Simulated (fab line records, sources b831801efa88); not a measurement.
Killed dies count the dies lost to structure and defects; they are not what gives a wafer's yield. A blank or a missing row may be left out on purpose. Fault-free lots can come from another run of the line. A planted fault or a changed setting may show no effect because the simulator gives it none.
Chamber matching -- flow sky130 -- 4 sister chambers for SKY_VIA2_CMP_02 on cmp-01
The step polishes SiO2. 20 wafers are shown with their chamber, then 10 later ones without.

== WAFERS WITH THEIR CHAMBER ==
wafer,chamber,motor current A (A),slurry filter dp kPa (kPa)
L075.2,2,12.5,13.60
L075.4,1,11.9,13.37
L075.5,3,12.5,13.47
L079.1,2,11.7,13.78
L079.5,3,13.0,13.60
L079.6,2,12.5,13.45
L080.1,2,12.0,13.44
L080.5,2,13.0,13.58
L080.6,1,11.3,13.51
L078.2,3,12.1,13.65
L078.4,0,11.8,13.62
L078.5,0,11.9,13.53
L081.3,0,11.7,13.40
L081.4,2,12.4,13.60
L081.6,0,12.1,13.58
L083.2,3,12.0,13.42
L083.4,1,11.6,13.66
L083.6,0,11.9,13.56
L084.1,2,13.3,13.21
L084.5,3,12.9,13.48

SIGNATURES (means of the wafers above)
reading,chamber 0,chamber 1,chamber 2,chamber 3,scatter within a chamber
motor current A,11.880,11.600,12.486,12.500,0.424
slurry filter dp kPa,13.5380,13.5133,13.5229,13.5240,0.137
Rule: distance of a wafer from a chamber = root of the sum over the readings of ((wafer's reading minus chamber's mean) / reading's scatter) squared. If the next closest chamber is less than 2 further off than the closest, the wafer can't be placed; otherwise it belongs to the closest. How the scatter is found: for the shown wafers, subtract from each reading the mean of its chamber, square and add these, divide the total by (wafers less chambers), then take the root.

== WAFERS WHOSE CHAMBER IS MISSING ==
wafer,motor current A (A),slurry filter dp kPa (kPa)
L084.6,11.8,13.68
L088.1,12.2,13.40
L088.2,11.7,13.35
L088.3,13.2,13.56
L095.1,11.6,13.46
L095.5,11.7,13.21
L095.6,12.8,13.62
L097.3,11.6,13.47
L097.4,12.4,13.54
L097.5,12.7,13.60

== WHICH CHAMBER EACH WENT THROUGH ==
wafer,from the rows above,in truth
L084.6,can't be placed: 0 or 1 or 2 or 3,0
L088.1,can't be placed: 2 or 3 or 0 or 1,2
L088.2,can't be placed: 1 or 0 or 2 or 3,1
L088.3,can't be placed: 3 or 2 or 0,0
L095.1,can't be placed: 1 or 0 or 2 or 3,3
L095.5,can't be placed: 1 or 0 or 2 or 3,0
L095.6,can't be placed: 3 or 2 or 0 or 1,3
L097.3,can't be placed: 1 or 0 or 2 or 3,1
L097.4,can't be placed: 2 or 3 or 0 or 1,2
L097.5,can't be placed: 3 or 2 or 0 or 1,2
Correct placement for 0 of the 10. These rows do not allow placing 10 (true chamber among the candidates in 10). Wrongly placed: 0.
